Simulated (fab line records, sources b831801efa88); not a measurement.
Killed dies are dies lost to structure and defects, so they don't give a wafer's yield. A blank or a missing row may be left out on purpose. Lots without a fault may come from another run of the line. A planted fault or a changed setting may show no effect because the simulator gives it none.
Problem report in the 8D (eight disciplines) form, filled by code | flow sky130 | the parts of the form that need people (team, actions taken, sign-off) are left out

1. THE PROBLEM
FIELD_ISO_CVD_24_THK at SKY_FIELD_ISO_THK_MEAS_25 reads a mean of 696 nm on 4 wafers of 3 lots; wafers without a fault read 599 nm with a standard deviation of 5.5. That is +18 standard deviations from the usual mean.
First seen on wafer L784.1, day 3 13:39, on film_metro-02. The record holds 33 wafers of 12 lots with a number at this step. Rule for "out", or "out of limits": more than 4 standard deviations from the usual mean. The other wafers with a number count as sound.

2. WHAT IT IS AND WHAT IT IS NOT
question                    | is                             | is not
which readings at this step | FIELD_ISO_CVD_24_THK           | -
which lots                  | L784, L785, L786               | L779, L781, L782, L794, L796, L797, L798, L800, L801
which wafers of those lots  | L784.1, L784.3, L785.3, L786.1 | L785.4, L786.4
read on which gauges        | film_metro-02, film_metro-04   | film_metro-03
when                        | from day 3 13:39               | up to then (9 sound wafers); but 20 sound wafers of L785, L786, L794, L796, L797, L798, L800, L801 came after

3. SUSPECTS, AND WHAT RULES EACH OUT
Counting: a tool at a process step up to the reading stays a suspect if it ran every lot that is out. Sound lots after the first of them don't rule it out here, since some wafers of a struck lot are sound.
- the gauge at SKY_FIELD_ISO_THK_MEAS_25: ruled out. The wafers that are out were read on 2 gauges (film_metro-02, film_metro-04).
- hdpcvd-02 at SKY_FIELD_ISO_CVD_24 (deposits SiO2, target thk 595 nm, time 99.2 s): kept. It ran every lot that is out, first L784 (day 3 13:35); its last sound lot up to then is L782 (day 3 05:58).
Left after counting: hdpcvd-02 at SKY_FIELD_ISO_CVD_24.

4. THE CAUSE (what the simulator had put in)
Process parameter drift: hdpcvd-02, from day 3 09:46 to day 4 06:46, at SKY_FIELD_ISO_CVD_24. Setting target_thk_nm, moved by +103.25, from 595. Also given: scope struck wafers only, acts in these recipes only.
Counting left only this tool.

5. THE CHAIN OF EFFECTS, in route order
Each row: a reading whose mean over the struck wafers that have a number lies more than 3 standard deviations from the usual. Only readings for which the record gives a usual standard deviation are gone through. hours: the time from each lot's start at the first step in this table that gives one to its start at this step, as a median over the lots. sigmas: the change in usual standard deviations.
hours | step                      | reading              | usual  | on struck wafers | change | sigmas
0     | SKY_FIELD_ISO_THK_MEAS_25 | FIELD_ISO_CVD_24_THK | 599 nm | 696              | +97    | +18
3     | SKY_FIELD_ISO_CMP_27      | time_to_endpoint_s   | 113 s  | 132              | +18    | +4.2
The process steps in it:
- SKY_FIELD_ISO_CMP_27: polishes, stops on Si3N4, t overpolish 16 s, target thk 457.8 nm.
Later measuring or inspecting steps at which every struck wafer that the step has a row for has a number for every such reading, and none has moved that far: SKY_VT_ADJUST_HVTP_OVL_MEAS_08.

6. WHAT WOULD HAVE CAUGHT IT SOONER
In this record the first reading out of limits at a measuring or inspecting step was taken at day 3 13:39, 4 hours after the fault began at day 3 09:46.
Of the lots that are out (3), L785, L786 began SKY_FIELD_ISO_CVD_24 on hdpcvd-02 after day 3 13:39. A hold on the tool at that time would have spared those 2.
